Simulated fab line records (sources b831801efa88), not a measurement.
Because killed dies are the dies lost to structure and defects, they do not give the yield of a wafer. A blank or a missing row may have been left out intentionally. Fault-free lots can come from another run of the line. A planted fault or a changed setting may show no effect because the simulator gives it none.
Which tool did it? || flow gf180mcu || 15 lots, 44 wafers sampled, at 4 steps of a route of 602

WHAT EACH GAUGE READ, for each wafer
GF_M1_OVL_MEAS_15.
{"lot": "L301", "measured": "day 16 23:53", "on": "overlay-01", "M1_OVL (nm)": "-13 -2 -7"}
{"lot": "L302", "measured": "day 17 10:35", "on": "overlay-02", "M1_OVL (nm)": "-9 -1 -5"}
{"lot": "L303", "measured": "day 17 19:14", "on": "overlay-02", "M1_OVL (nm)": "-9 -19 -3"}
{"lot": "L305", "measured": "day 18 12:56", "on": "overlay-01", "M1_OVL (nm)": "-1 -3 -1"}
{"lot": "L307", "measured": "day 19 08:20", "on": "overlay-02", "M1_OVL (nm)": "-11 -8 -10"}
{"lot": "L308", "measured": "day 19 19:03", "on": "overlay-02", "M1_OVL (nm)": "-9 -3 -5"}
{"lot": "L310", "measured": "day 20 15:45", "on": "overlay-01", "M1_OVL (nm)": "-5 -6 -2"}
{"lot": "L311", "measured": "day 20 21:07", "on": "overlay-02", "M1_OVL (nm)": "-6 -6 -5"}
{"lot": "L312", "measured": "day 21 04:49", "on": "overlay-01", "M1_OVL (nm)": "-12 -10 -8"}
{"lot": "L314", "measured": "day 22 00:23", "on": "overlay-01", "M1_OVL (nm)": "-9 -8 -5"}
{"lot": "L315", "measured": "day 22 07:54", "on": "overlay-01", "M1_OVL (nm)": "-11 -9 -15"}
{"lot": "L316", "measured": "day 22 17:59", "on": "overlay-01", "M1_OVL (nm)": "-7 -8 -10"}
{"lot": "L317", "measured": "day 23 00:03", "on": "overlay-01", "M1_OVL (nm)": "0 -9"}
{"lot": "L318", "measured": "day 23 10:59", "on": "overlay-02", "M1_OVL (nm)": "-14 -10 1"}
{"lot": "L324", "measured": "day 25 06:59", "on": "overlay-01", "M1_OVL (nm)": "-18 -11 -12"}

GF_M2_CD_MEAS_14 targets a cd of 280 nm.
{"lot": "L301", "measured": "day 19 01:14", "on": "cd-sem-01", "cd-nm (nm)": "280.4 279.9 280.0"}
{"lot": "L302", "measured": "day 19 12:28", "on": "cd-sem-01", "cd-nm (nm)": "279.8 279.1 279.9"}
{"lot": "L303", "measured": "day 19 21:23", "on": "cd-sem-01", "cd-nm (nm)": "280.6 281.7 281.5"}
{"lot": "L305", "measured": "day 20 15:05", "on": "cd-sem-01", "cd-nm (nm)": "284.1 283.6 283.4"}
{"lot": "L307", "measured": "day 21 11:37", "on": "cd-sem-02", "cd-nm (nm)": "279.1 279.5 278.0"}
{"lot": "L308", "measured": "day 21 22:17", "on": "cd-sem-02", "cd-nm (nm)": "281.2 281.3 281.6"}
{"lot": "L310", "measured": "day 22 17:50", "on": "cd-sem-02", "cd-nm (nm)": "279.2 277.2 276.9"}
{"lot": "L311", "measured": "day 22 22:40", "on": "cd-sem-02", "cd-nm (nm)": "280.2 280.3 281.0"}
{"lot": "L312", "measured": "day 23 05:52", "on": "cd-sem-02", "cd-nm (nm)": "281.6 280.9 281.4"}
{"lot": "L314", "measured": "day 24 00:49", "on": "cd-sem-01", "cd-nm (nm)": "279.9 279.1 279.1"}
{"lot": "L315", "measured": "day 24 08:04", "on": "cd-sem-01", "cd-nm (nm)": "280.1 279.2 279.7"}
{"lot": "L316", "measured": "day 24 17:46", "on": "cd-sem-01", "cd-nm (nm)": "281.1 280.6 282.1"}
{"lot": "L317", "measured": "day 24 23:50", "on": "cd-sem-01", "cd-nm (nm)": "280.7 281.7"}
{"lot": "L318", "measured": "day 25 09:40", "on": "cd-sem-02", "cd-nm (nm)": "277.0 277.8 278.1"}
{"lot": "L324", "measured": "day 27 03:44", "on": "cd-sem-01", "cd-nm (nm)": "278.8 279.7 280.0"}

WHAT TOOL EACH LOT RAN ON (gives the tool, then ch and the chambers of the sampled wafers, and finally the start)
{"lot": "L301", "GF_POLY_GATE_DEVELOP_09": "litho-track-01 ch 0, day 9 03:34", "GF_M1_METAL_ETCH_16": "rie-metal-01 ch 0,1, day 16 23:56"}
{"lot": "L302", "GF_POLY_GATE_DEVELOP_09": "litho-track-03 ch 0, day 9 10:32", "GF_M1_METAL_ETCH_16": "rie-metal-04 ch 0, day 17 10:38"}
{"lot": "L303", "GF_POLY_GATE_DEVELOP_09": "litho-track-03 ch 0, day 9 16:50", "GF_M1_METAL_ETCH_16": "rie-metal-01 ch 0,1, day 17 19:17"}
{"lot": "L305", "GF_POLY_GATE_DEVELOP_09": "litho-track-01 ch 0, day 10 07:10", "GF_M1_METAL_ETCH_16": "rie-metal-02 ch 0,1, day 18 12:59"}
{"lot": "L307", "GF_POLY_GATE_DEVELOP_09": "litho-track-01 ch 0, day 10 22:16", "GF_M1_METAL_ETCH_16": "rie-metal-02 ch 0,1, day 19 08:23"}
{"lot": "L308", "GF_POLY_GATE_DEVELOP_09": "litho-track-04 ch 0, day 11 06:37", "GF_M1_METAL_ETCH_16": "rie-metal-01 ch 0,1, day 19 19:05"}
{"lot": "L310", "GF_POLY_GATE_DEVELOP_09": "litho-track-04 ch 0, day 11 23:25", "GF_M1_METAL_ETCH_16": "rie-metal-04 ch 0,1, day 20 15:47"}
{"lot": "L311", "GF_POLY_GATE_DEVELOP_09": "litho-track-03 ch 0, day 12 02:41", "GF_M1_METAL_ETCH_16": "rie-metal-01 ch 0,1, day 20 21:10"}
{"lot": "L312", "GF_POLY_GATE_DEVELOP_09": "litho-track-01 ch 0, day 12 10:16", "GF_M1_METAL_ETCH_16": "rie-metal-01 ch 0,1, day 21 04:52"}
{"lot": "L314", "GF_POLY_GATE_DEVELOP_09": "litho-track-01 ch 0, day 12 23:40", "GF_M1_METAL_ETCH_16": "rie-metal-01 ch 0,1, day 22 00:26"}
{"lot": "L315", "GF_POLY_GATE_DEVELOP_09": "litho-track-01 ch 0, day 13 06:39", "GF_M1_METAL_ETCH_16": "rie-metal-04 ch 0, day 22 07:56"}
{"lot": "L316", "GF_POLY_GATE_DEVELOP_09": "litho-track-04 ch 0, day 13 16:11", "GF_M1_METAL_ETCH_16": "rie-metal-02 ch 0,1, day 22 18:02"}
{"lot": "L317", "GF_POLY_GATE_DEVELOP_09": "litho-track-01 ch 0, day 13 20:06", "GF_M1_METAL_ETCH_16": "rie-metal-01 ch 1, day 23 00:05"}
{"lot": "L318", "GF_POLY_GATE_DEVELOP_09": "litho-track-03 ch 0, day 14 08:17", "GF_M1_METAL_ETCH_16": "rie-metal-04 ch 1, day 23 11:01"}
{"lot": "L324", "GF_POLY_GATE_DEVELOP_09": "litho-track-03 ch 0, day 15 22:55", "GF_M1_METAL_ETCH_16": "rie-metal-04 ch 0,1, day 25 07:01"}
- GF_POLY_GATE_DEVELOP_09: develop time 60 s.
- GF_M1_METAL_ETCH_16: etches the open film in Cl2/BCl3, stops on SiO2, target depth 750.8 nm, time 125.1 s.

AS READ BY THE TOOLS THEMSELVES (means over the sampled wafers that have a number; for cases with no such wafer, the mark the record gives instead)
GF_POLY_GATE_DEVELOP_09.
{"lot": "L301", "tool": "litho-track-01", "developer-temp-C (C)": 21.17, "exhaust-pa (Pa)": 45.5}
{"lot": "L302", "tool": "litho-track-03", "developer-temp-C (C)": 21.08, "exhaust-pa (Pa)": 45.7}
{"lot": "L303", "tool": "litho-track-03", "developer-temp-C (C)": 20.96, "exhaust-pa (Pa)": 44.8}
{"lot": "L305", "tool": "litho-track-01", "developer-temp-C (C)": 21.03, "exhaust-pa (Pa)": 44.1}
{"lot": "L307", "tool": "litho-track-01", "developer-temp-C (C)": 20.96, "exhaust-pa (Pa)": 44.8}
{"lot": "L308", "tool": "litho-track-04", "developer-temp-C (C)": 20.99, "exhaust-pa (Pa)": 44.5}
{"lot": "L310", "tool": "litho-track-04", "developer-temp-C (C)": 20.81, "exhaust-pa (Pa)": 44.6}
{"lot": "L311", "tool": "litho-track-03", "developer-temp-C (C)": 21.11, "exhaust-pa (Pa)": 43.9}
{"lot": "L312", "tool": "litho-track-01", "developer-temp-C (C)": 21.09, "exhaust-pa (Pa)": 44.7}
{"lot": "L314", "tool": "litho-track-01", "developer-temp-C (C)": 21.67, "exhaust-pa (Pa)": 44.9}
{"lot": "L315", "tool": "litho-track-01", "developer-temp-C (C)": 21.62, "exhaust-pa (Pa)": 45.5}
{"lot": "L316", "tool": "litho-track-04", "developer-temp-C (C)": 20.90, "exhaust-pa (Pa)": 45.4}
{"lot": "L317", "tool": "litho-track-01", "developer-temp-C (C)": 21.66, "exhaust-pa (Pa)": 44.5}
{"lot": "L318", "tool": "litho-track-03", "developer-temp-C (C)": 21.12, "exhaust-pa (Pa)": 45.4}
{"lot": "L324", "tool": "litho-track-03", "developer-temp-C (C)": 20.99, "exhaust-pa (Pa)": 46.0}

GF_M1_METAL_ETCH_16.
{"lot": "L301", "tool": "rie-metal-01", "drypump-motor-current-A (A)": 5.4, "oes-product-au (a.u.)": 0.992, "throttle-valve-pct (%)": 28.234}
{"lot": "L302", "tool": "rie-metal-04", "drypump-motor-current-A (A)": 6.1, "oes-product-au (a.u.)": 0.989, "throttle-valve-pct (%)": 28.237}
{"lot": "L303", "tool": "rie-metal-01", "drypump-motor-current-A (A)": 5.4, "oes-product-au (a.u.)": 0.990, "throttle-valve-pct (%)": 28.231}
{"lot": "L305", "tool": "rie-metal-02", "drypump-motor-current-A (A)": 5.3, "oes-product-au (a.u.)": 0.994, "throttle-valve-pct (%)": 28.219}
{"lot": "L307", "tool": "rie-metal-02", "drypump-motor-current-A (A)": 5.1, "oes-product-au (a.u.)": 0.991, "throttle-valve-pct (%)": 28.226}
{"lot": "L308", "tool": "rie-metal-01", "drypump-motor-current-A (A)": 5.4, "oes-product-au (a.u.)": 0.991, "throttle-valve-pct (%)": 28.229}
{"lot": "L310", "tool": "rie-metal-04", "drypump-motor-current-A (A)": 6.1, "oes-product-au (a.u.)": 0.991, "throttle-valve-pct (%)": 28.226}
{"lot": "L311", "tool": "rie-metal-01", "drypump-motor-current-A (A)": 5.4, "oes-product-au (a.u.)": 0.994, "throttle-valve-pct (%)": 28.232}
{"lot": "L312", "tool": "rie-metal-01", "drypump-motor-current-A (A)": 5.4, "oes-product-au (a.u.)": 0.993, "throttle-valve-pct (%)": 28.230}
{"lot": "L314", "tool": "rie-metal-01", "drypump-motor-current-A (A)": 5.4, "oes-product-au (a.u.)": 0.988, "throttle-valve-pct (%)": 28.235}
{"lot": "L315", "tool": "rie-metal-04", "drypump-motor-current-A (A)": 6.1, "oes-product-au (a.u.)": 0.979, "throttle-valve-pct (%)": 28.245}
{"lot": "L316", "tool": "rie-metal-02", "drypump-motor-current-A (A)": 5.4, "oes-product-au (a.u.)": 0.988, "throttle-valve-pct (%)": 28.225}
{"lot": "L317", "tool": "rie-metal-01", "drypump-motor-current-A (A)": 5.4, "oes-product-au (a.u.)": 0.988, "throttle-valve-pct (%)": 28.232}
{"lot": "L318", "tool": "rie-metal-04", "drypump-motor-current-A (A)": 6.1, "oes-product-au (a.u.)": 0.994, "throttle-valve-pct (%)": 28.224}
{"lot": "L324", "tool": "rie-metal-04", "drypump-motor-current-A (A)": 6.1, "oes-product-au (a.u.)": 0.984, "throttle-valve-pct (%)": 28.240}

THE ANSWER, worked out from the rows above alone
Rule: what is usual is taken from the lots themselves. Put in order of their means at a reading, lots are off if they are a third of the lots or fewer, leave a main group of 4 or more, and stand apart from it by a gap of 3 or more times the standard deviation of the main group's means; of several such gaps the widest counts. A main group is skipped when, at the precision printed for the reading in the tables above, its means are all equal. A lot without any number at a reading at which 4 lots or more have one is off too. The other lots that the step has rows for count as sound. Order of review: gauges by route order, followed by the tools' own readings, for which a lot's mean as printed above is used. The first step at which some lot is off is used, and at that step the reading that is off furthest; a lot without a number counts as furthest.
Off: L314, L315, L317, at GF_POLY_GATE_DEVELOP_09 (developer-temp-C). The main group: mean 21.02 C, standard deviation 0.099.
If a tool, at that step or one of the process steps before it, ran each lot that is off and ran no sound lot following the first of them, it fits. One candidate fits, namely litho-track-01 at GF_POLY_GATE_DEVELOP_09. Its last sound lot is L312 (day 12 10:16), its first lot that is off L314 (day 12 23:40): a fault that began between those two fits.
The tool's own readings at GF_POLY_GATE_DEVELOP_09 bear it out: on the lots that are off they differ by more than 5 times the standard deviation of the sound lots' means. developer-temp-C reads 21.65 C there against 21.02 C on the sound lots.

WHAT THE SIMULATOR HAD INSERTED
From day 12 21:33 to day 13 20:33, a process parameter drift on litho-track-01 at GF_POLY_GATE_DEVELOP_09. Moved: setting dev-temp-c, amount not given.
Struck lots among those shown: L314, L315, L317. Same finding as the rule above.
